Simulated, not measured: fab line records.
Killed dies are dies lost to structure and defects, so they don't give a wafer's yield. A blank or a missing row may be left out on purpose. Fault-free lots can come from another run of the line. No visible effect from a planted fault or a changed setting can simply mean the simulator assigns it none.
2 desks looking at one fault | flow gf180mcu | numbers are kept per desk, each desk with only its own; the story behind them comes last

== THE TOOL OWNER'S DESK: cvd w-01 ==
The tool's own readings at GF_V2_CVD_23 (deposits W, target thk 350 nm, time 104.94 s): means of the sampled wafers that have a number, for each lot that ran on this tool. Any lot whose mean is over 4 standard deviations away from the usual mean is out of limits and marked OUT; that distance is given in the brackets.
Columns: A = chamber pressure Torr at GF_V2_CVD_23, usual 39.99 Torr; B = heater power w at GF_V2_CVD_23, usual 811 W
lot  | first seen here | A               | B
L925 | day 21 03:52    | 39.96           | 779
L927 | day 21 21:59    | 40.00           | 857
L928 | day 21 22:37    | 40.01           | 767
L931 | day 22 15:36    | 39.99           | 852
L937 | day 24 23:09    | 41.68 (+19) OUT | 779
L939 | day 25 00:54    | 43.46 (+39) OUT | 849
L948 | day 27 17:35    | 40.03           | 783
Finding of this desk: L937, L939 out of limits; the first was L937 at day 24 23:09, on chamber pressure Torr at GF_V2_CVD_23. In limits: L925, L927, L928, L931, L948.

== METROLOGY DESK ==
What the gauges read, lot by lot, whatever tool the lot ran on: means of the sampled wafers that have a number. Any lot whose mean is over 4 standard deviations away from the usual mean is out of limits and marked OUT; that distance is given in the brackets.
Columns: A = V2_CVD_02_THK at GF_V2_THK_MEAS_03, usual 855 nm; B = V2_W_RS at GF_V2_RS_MEAS_24, usual 0.323 ohm/sq; C = V2_W_THK at GF_V2_THK_MEAS_25, usual 350 nm
lot  | first seen here | A   | B     | C
L925 | day 20 02:11    | 851 | 0.331 | 344
L926 | day 20 09:18    | 868 | 0.323 | 350
L927 | day 20 20:28    | 854 | 0.321 | 354
L928 | day 20 21:15    | 864 | 0.328 | 346
L931 | day 21 13:18    | 849 | 0.322 | 349
L937 | day 23 23:55    | 859 | 0.321 | 345
L938 | day 24 01:17    | 839 | 0.319 | 357
L939 | day 24 02:44    | 866 | 0.308 | 369
L942 | day 25 07:39    | 851 | 0.324 | 354
L944 | day 25 17:56    | 855 | 0.320 | 354
L946 | day 26 07:23    | 843 | 0.319 | 355
L947 | day 26 15:03    | 859 | 0.323 | 353
L948 | day 26 20:25    | 862 | 0.314 | 360
Result from this desk: across the 13 lots, nothing is out of limits.

== ALL TOGETHER ==
The tool owner's desk could have raised an alarm at day 24 23:09, on L937, L939.
Nothing out of limits was seen by the metrology desk.
The metrology desk holds a record of L937, L939, inside its limits.
All the named lots went through GF_V2_CVD_23 on cvd w-01.

== WHAT THE SIMULATOR HAD PUT IN ==
cvd w-01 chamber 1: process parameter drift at GF_V2_CVD_23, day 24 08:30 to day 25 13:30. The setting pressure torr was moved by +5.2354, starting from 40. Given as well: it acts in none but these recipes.
Struck lots among those shown: L937, L939.
Delay in hours, fault start to first out-of-limits reading, by desk: the tool owner's desk at 15.
